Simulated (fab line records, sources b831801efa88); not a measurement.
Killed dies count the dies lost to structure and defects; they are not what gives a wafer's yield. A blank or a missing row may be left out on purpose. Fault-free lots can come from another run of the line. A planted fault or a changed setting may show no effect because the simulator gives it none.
Which tool is to blame?	flow sky130	7 lots, 21 wafers sampled, at 4 steps of a route of 708

## WHAT THE GAUGES READ, wafer by wafer
SKY_LOCAL_INTERCONNECT_CD_MEAS_11 targets a cd of 170 nm.
lot	measured	on	cd-nm (nm)
L725	day 30 16:53	cd-sem-02	171.7 171.8 170.8
L727	day 31 08:23	cd-sem-01	169.6 168.2 168.6
L730	day 32 13:41	cd-sem-01	172.2 170.8 171.6
L740	day 35 21:36	cd-sem-01	170.5 170.0 170.1
L742	day 36 11:53	cd-sem-02	169.6 168.7 168.0
L747	day 37 23:59	cd-sem-01	169.0 170.2 169.8

## EACH LOT AND THE TOOL THAT RAN IT (in order: tool; ch and the chambers of the sampled wafers; start)
lot	SKY_FIELD_ISO_ETCH_14	SKY_FIELD_ISO_ETCH_15	SKY_FIELD_ISO_STRIP_16
L725	rie-diel-03 ch 0,2,3, day 2 10:55	rie-diel-03 ch 0,2,3, day 2 10:57	plasma-asher-02 ch 0,1, day 2 11:01
L727	rie-diel-01 ch 0,1,2, day 2 19:58	rie-diel-01 ch 0,1,2, day 2 20:00	plasma-asher-03 ch 0,1, day 2 20:03
L730	rie-diel-03 ch 1,2,3, day 3 12:04	rie-diel-03 ch 1,2,3, day 3 12:06	plasma-asher-02 ch 0,1, day 3 12:09
L736	rie-diel-01 ch 0,1,2, day 4 19:04	rie-diel-01 ch 0,1,2, day 4 19:06	plasma-asher-04 ch 0,1, day 4 19:09
L740	rie-diel-03 ch 0,1, day 5 19:10	rie-diel-03 ch 0,1, day 5 19:12	plasma-asher-02 ch 0,1, day 5 19:16
L742	rie-diel-03 ch 0,2, day 6 02:34	rie-diel-03 ch 0,2, day 6 02:36	plasma-asher-03 ch 1, day 6 02:39
L747	rie-diel-03 ch 0,1,3, day 7 06:48	rie-diel-03 ch 0,1,3, day 7 06:50	plasma-asher-03 ch 0,1, day 7 06:54
- SKY_FIELD_ISO_ETCH_14: etches BARC in N2/H2, stops on SiO2, time 45.9 s, target depth 60 nm.
- SKY_FIELD_ISO_ETCH_15: etches the open film in CHF3/O2, stops on Si, target depth 180 nm, time 72 s.
- SKY_FIELD_ISO_STRIP_16: strips in O2/N2.

## THE ANSWER, worked out from the rows above alone
Rule: usual is defined by the lots themselves. The widest of any qualifying gaps counts: lots, ordered by their means at a reading, are off when they make up no more than a third of the lots, leave a main group of 4 or more, and stand apart from it by 3 or more times the standard deviation of that group's means. The tables above print the reading to a certain number of digits; a main group whose means all agree to those digits is not used. A lot without any number at a reading at which 4 lots or more have one is off too. Where the step has rows for the other lots, those lots are counted as sound.
Nothing can be told from this: no lot is off at any reading shown.

## WHAT THE SIMULATOR PUT IN
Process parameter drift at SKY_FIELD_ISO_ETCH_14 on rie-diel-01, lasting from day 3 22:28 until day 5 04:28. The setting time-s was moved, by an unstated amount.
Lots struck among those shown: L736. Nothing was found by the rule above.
